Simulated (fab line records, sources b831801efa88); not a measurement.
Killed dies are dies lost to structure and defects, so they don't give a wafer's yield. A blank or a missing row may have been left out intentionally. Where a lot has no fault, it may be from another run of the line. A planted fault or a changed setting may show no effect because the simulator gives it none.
Chamber matching / flow sky130 / rieDiel-03 running SKY_VIA3_ETCH_15: 4 sister chambers
The step etches SiO2 in C4F8/O2/Ar, stops on TiN, target depth 507 nm, time 78 s. 16 wafers are shown with their chamber, then 8 later ones without.

EACH WAFER AND ITS CHAMBER
wafer=L656.1; chamber=2; oesProductAu (a.u.)=0.943; chamberPressureMTorr (mTorr)=39.98
wafer=L656.3; chamber=1; oesProductAu (a.u.)=0.942; chamberPressureMTorr (mTorr)=40.09
wafer=L656.5; chamber=1; oesProductAu (a.u.)=0.947; chamberPressureMTorr (mTorr)=39.98
wafer=L658.2; chamber=2; oesProductAu (a.u.)=0.951; chamberPressureMTorr (mTorr)=40.01
wafer=L658.3; chamber=3; oesProductAu (a.u.)=0.946; chamberPressureMTorr (mTorr)=40.03
wafer=L658.4; chamber=1; oesProductAu (a.u.)=0.947; chamberPressureMTorr (mTorr)=40.03
wafer=L660.1; chamber=1; oesProductAu (a.u.)=0.945; chamberPressureMTorr (mTorr)=40.07
wafer=L660.5; chamber=3; oesProductAu (a.u.)=0.939; chamberPressureMTorr (mTorr)=40.00
wafer=L660.6; chamber=2; oesProductAu (a.u.)=0.949; chamberPressureMTorr (mTorr)=39.95
wafer=L662.3; chamber=2; oesProductAu (a.u.)=0.951; chamberPressureMTorr (mTorr)=40.01
wafer=L662.4; chamber=0; oesProductAu (a.u.)=0.952; chamberPressureMTorr (mTorr)=40.01
wafer=L662.5; chamber=3; oesProductAu (a.u.)=0.946; chamberPressureMTorr (mTorr)=40.00
wafer=L672.2; chamber=1; oesProductAu (a.u.)=0.942; chamberPressureMTorr (mTorr)=40.00
wafer=L672.4; chamber=3; oesProductAu (a.u.)=0.944; chamberPressureMTorr (mTorr)=39.96
wafer=L672.6; chamber=0; oesProductAu (a.u.)=0.943; chamberPressureMTorr (mTorr)=40.02
wafer=L675.1; chamber=3; oesProductAu (a.u.)=0.939; chamberPressureMTorr (mTorr)=40.06

SIGNATURES (averages over the wafers above)
reading=oesProductAu; chamber 0=0.94750; chamber 1=0.94460; chamber 2=0.94850; chamber 3=0.94280; scatter within a chamber=0.00365
reading=chamberPressureMTorr; chamber 0=40.0150; chamber 1=40.0340; chamber 2=39.9875; chamber 3=40.0100; scatter within a chamber=0.0372
Rule: for a wafer and a chamber, the distance is found by dividing, reading by reading, the gap between the wafer's reading and the chamber's mean by the reading's scatter, squaring, summing and taking the root. If the next closest chamber is less than 2 further off than the closest, the wafer can't be placed; otherwise it belongs to the closest. The scatter: take each reading less its chamber's mean, square it, sum over the shown wafers, divide by the number of wafers less the number of chambers, and take the root.

WAFERS WHOSE CHAMBER IS MISSING
wafer=L675.2; oesProductAu (a.u.)=0.952; chamberPressureMTorr (mTorr)=40.04
wafer=L675.6; oesProductAu (a.u.)=0.951; chamberPressureMTorr (mTorr)=39.97
wafer=L677.3; oesProductAu (a.u.)=0.945; chamberPressureMTorr (mTorr)=40.04
wafer=L677.4; oesProductAu (a.u.)=0.947; chamberPressureMTorr (mTorr)=39.98
wafer=L677.5; oesProductAu (a.u.)=0.940; chamberPressureMTorr (mTorr)=39.93
wafer=L679.4; oesProductAu (a.u.)=0.948; chamberPressureMTorr (mTorr)=39.97
wafer=L679.5; oesProductAu (a.u.)=0.950; chamberPressureMTorr (mTorr)=40.02
wafer=L679.6; oesProductAu (a.u.)=0.943; chamberPressureMTorr (mTorr)=39.97

CHAMBER TAKEN BY EACH
wafer=L675.2; from the rows above=can't be placed: 0 or 2 or 1 or 3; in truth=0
wafer=L675.6; from the rows above=can't be placed: 2 or 0 or 1 or 3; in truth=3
wafer=L677.3; from the rows above=can't be placed: 1 or 0 or 3 or 2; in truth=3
wafer=L677.4; from the rows above=can't be placed: 2 or 0 or 3 or 1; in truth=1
wafer=L677.5; from the rows above=can't be placed: 3 or 2 or 1 or 0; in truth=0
wafer=L679.4; from the rows above=can't be placed: 2 or 0 or 3 or 1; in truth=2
wafer=L679.5; from the rows above=can't be placed: 0 or 2 or 1 or 3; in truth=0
wafer=L679.6; from the rows above=can't be placed: 3 or 2 or 0 or 1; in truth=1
Correct placement for 0 of the 8. These rows do not allow placing 8 (true chamber among the candidates in 8). Placed wrongly: 0.
